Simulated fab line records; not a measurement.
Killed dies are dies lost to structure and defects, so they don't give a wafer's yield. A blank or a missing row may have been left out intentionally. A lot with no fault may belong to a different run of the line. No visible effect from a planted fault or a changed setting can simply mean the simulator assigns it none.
A lot that was struck, set against a sound lot + flow sky130 + 14 out of 708 route steps
Sound: wafers L966.2, L966.3, L966.5. Wafers struck: L978.1, L978.2, L978.4. The cause comes at the end.
Each step with rows lists, per side, the tool, then ch with its chambers, then its first start. Under that, the readings that differ: sound wafers + struck wafers + difference of the means + sigmas: that difference in standard deviations of wafers without a fault.
alike: readings whose means differ by less than 2 such deviations, and words and numbers that are the same on both sides. not compared: withheld readings, readings that some wafer has no value for, bounds like >300 that may hide the same value, and numbers for which the record gives no deviation and whose values overlap.
A row with sigmas, a row that says differs or no value, or rows on one side alone: a step with any of these is where the two part. Numbers that have no deviation but don't overlap get no sigmas and don't part them. A reading that every wafer of one side lacks parts them only if that side has two wafers or more.

SKY_METAL3_SPUTTER_02: material AlCu, target thk 735 nm, time 39.1 s.
  sound on pvd-sputter-01, day 36 17:53; struck on pvd-sputter-01, day 40 21:31
  alike: throttle-valve-pct
SKY_METAL3_SPUTTER_03: material Ti, target thk 5 nm, time 3.3 s.
  sound on pvd-sputter-01, day 36 17:55; struck on pvd-sputter-01, day 40 21:33
  alike: throttle-valve-pct
SKY_METAL3_SPUTTER_04: material TiN, target thk 70 nm, time 58.3 s.
  sound on pvd-sputter-01, day 36 17:56; struck on pvd-sputter-01, day 40 21:34
  alike: throttle-valve-pct
SKY_CAPM_CVD_00: deposits SiO2, target thk 15.5 nm.
  sound on pecvd-03 ch 0,2, day 36 17:59; struck on pecvd-02 ch 0,1, day 40 21:37
  alike: heater-power-w
SKY_CAPM_THK_MEAS_01:
  sound on film-metro-03, day 36 18:01; struck on film-metro-01, day 40 21:38
  alike: CAPM_CVD_00_THK
SKY_CAPM_SPUTTER_02: material TiN, target thk 200 nm, time 166.7 s.
  sound on pvd-sputter-03, day 36 18:04; struck on pvd-sputter-02, day 40 21:42
  alike: throttle-valve-pct
SKY_CAPM_RS_MEAS_03: measures by four-point-probe.
  sound on film-metro-04, day 36 18:11; struck on film-metro-01, day 40 21:49
  alike: CAPM_TIN_RS
SKY_CAPM_THK_MEAS_04: measures by xrf.
  sound on film-metro-04, day 36 18:18; struck on film-metro-01, day 40 21:56
  alike: CAPM_TIN_THK
then, 4 steps without rows for these wafers: SKY_CAPM_DEHYDRATE_05 (time 60 s); SKY_CAPM_HMDS_06 (prime time 60 s); SKY_CAPM_COAT_07 (resist thk 1140 nm); SKY_CAPM_SOFTBAKE_08 (time 60 s).
SKY_CAPM_EXPOSE_09: exposes mask CAPM, target cd 1000 nm.
  struck on iline-stepper-01, day 41 09:40; sound on iline-stepper-02 ch 0, day 37 08:12
  no value came back on the struck wafers for exposure-dose-mJ-cm2, focus-offset-nm (nm); on the sound wafers exposure-dose-mJ-cm2 reads 158.83 158.85 159.00
  alike: mask
next, for these wafers, 1 step has no rows: SKY_CAPM_PEB_10.

== WHERE THEY PART ==
SKY_CAPM_EXPOSE_09 only, going by this record.

WHY: what the simulator had put in
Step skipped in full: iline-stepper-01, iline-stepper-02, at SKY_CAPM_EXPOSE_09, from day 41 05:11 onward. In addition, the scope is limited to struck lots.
